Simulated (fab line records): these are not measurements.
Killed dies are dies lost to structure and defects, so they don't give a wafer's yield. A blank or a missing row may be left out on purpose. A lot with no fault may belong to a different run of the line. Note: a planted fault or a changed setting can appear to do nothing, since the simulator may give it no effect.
Chamber matching / flow sky130 / rie diel-04 running SKY_POLY_CUT_ETCH_11: 4 sister chambers
The step etches Si3N4 in CF4/CH2F2/Ar, stops on poly-Si, time 42.5 s, target depth 60 nm. 4 wafers are shown with their chamber, then 7 later ones without.

WAFERS PAIRED WITH THEIR CHAMBERS
wafer=L541.1; chamber=0; throttle valve pct (%)=15.014
wafer=L541.3; chamber=2; throttle valve pct (%)=14.978
wafer=L544.1; chamber=3; throttle valve pct (%)=14.997
wafer=L544.3; chamber=1; throttle valve pct (%)=14.987

WAFERS MISSING THEIR CHAMBER
wafer=L544.4; throttle valve pct (%)=14.993
wafer=L545.1; throttle valve pct (%)=14.980
wafer=L545.2; throttle valve pct (%)=15.005
wafer=L545.6; throttle valve pct (%)=14.979
wafer=L553.2; throttle valve pct (%)=14.980
wafer=L553.4; throttle valve pct (%)=15.008
wafer=L553.5; throttle valve pct (%)=14.985

CHAMBER TAKEN BY EACH
wafer=L544.4; from the rows above=can't be placed: 3 or 1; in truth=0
wafer=L545.1; from the rows above=can't be placed: 2 or 1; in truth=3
wafer=L545.2; from the rows above=can't be placed: 3 or 0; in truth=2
wafer=L545.6; from the rows above=can't be placed: 2 or 1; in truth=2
wafer=L553.2; from the rows above=can't be placed: 2 or 1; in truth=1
wafer=L553.4; from the rows above=can't be placed: 0 or 3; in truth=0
wafer=L553.5; from the rows above=can't be placed: 1 or 2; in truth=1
0 of 7 placed correctly. Can't be placed from these rows: 7 (the true chamber is among the candidates in 4). Placed wrongly: 0.
How it was worked out, from the rows above alone: a wafer's distance from a chamber is the root of the sum, over the readings, of the square of ((its reading less the chamber's mean) divided by the reading's scatter). The wafer belongs to the nearest chamber; if the next one is less than 2 further off, it can't be placed. For every chamber, the mean is computed from those of its wafers that are shown. The scatter (one wafer shown for each chamber): square how far every hidden wafer sits from the nearest shown wafer, average those squares and take the square root.
